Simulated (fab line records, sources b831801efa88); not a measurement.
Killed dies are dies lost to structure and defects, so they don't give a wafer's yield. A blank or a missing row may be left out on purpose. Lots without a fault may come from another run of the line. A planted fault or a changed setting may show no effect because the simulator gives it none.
Which tool did it? | flow sky130 | 6 lots, 18 wafers sampled, at 1 step of a route of 708

WHAT THE GAUGES READ, wafer by wafer
SKY_LI_CONTACT_THK_MEAS_01.
lot  | measured     | on            | LI_CONTACT_HDPCVD_THK (nm)
L723 | day 29 00:02 | film_metro-04 | 961 960 963
L726 | day 30 11:14 | film_metro-03 | 940 931 950
L728 | day 31 03:04 | film_metro-04 | 941 943 947
L730 | day 31 16:14 | film_metro-04 | 949 968 955
L738 | day 33 20:10 | film_metro-02 | 953 941 926
L741 | day 35 12:56 | film_metro-02 | 948 960 948

WHICH TOOL RAN EACH LOT (tool, then ch and the chambers of the sampled wafers, then the start)
The record holds no process step before these readings.

THE ANSWER, worked out from the rows above alone
Rule: what is usual is taken from the lots themselves. Put in order of their means at a reading, lots are off if they are a third of the lots or fewer, leave a main group of 4 or more, and stand apart from it by a gap of 3 or more times the standard deviation of the main group's means; of several such gaps the widest counts. A main group whose means are all the same, to the digits that the tables above print for the reading, isn't used. A lot without any number at a reading at which 4 lots or more have one is off too. The other lots that the step has rows for count as sound.
No lot is off at any reading shown: from this, nothing can be told.

WHAT THE SIMULATOR HAD PUT IN
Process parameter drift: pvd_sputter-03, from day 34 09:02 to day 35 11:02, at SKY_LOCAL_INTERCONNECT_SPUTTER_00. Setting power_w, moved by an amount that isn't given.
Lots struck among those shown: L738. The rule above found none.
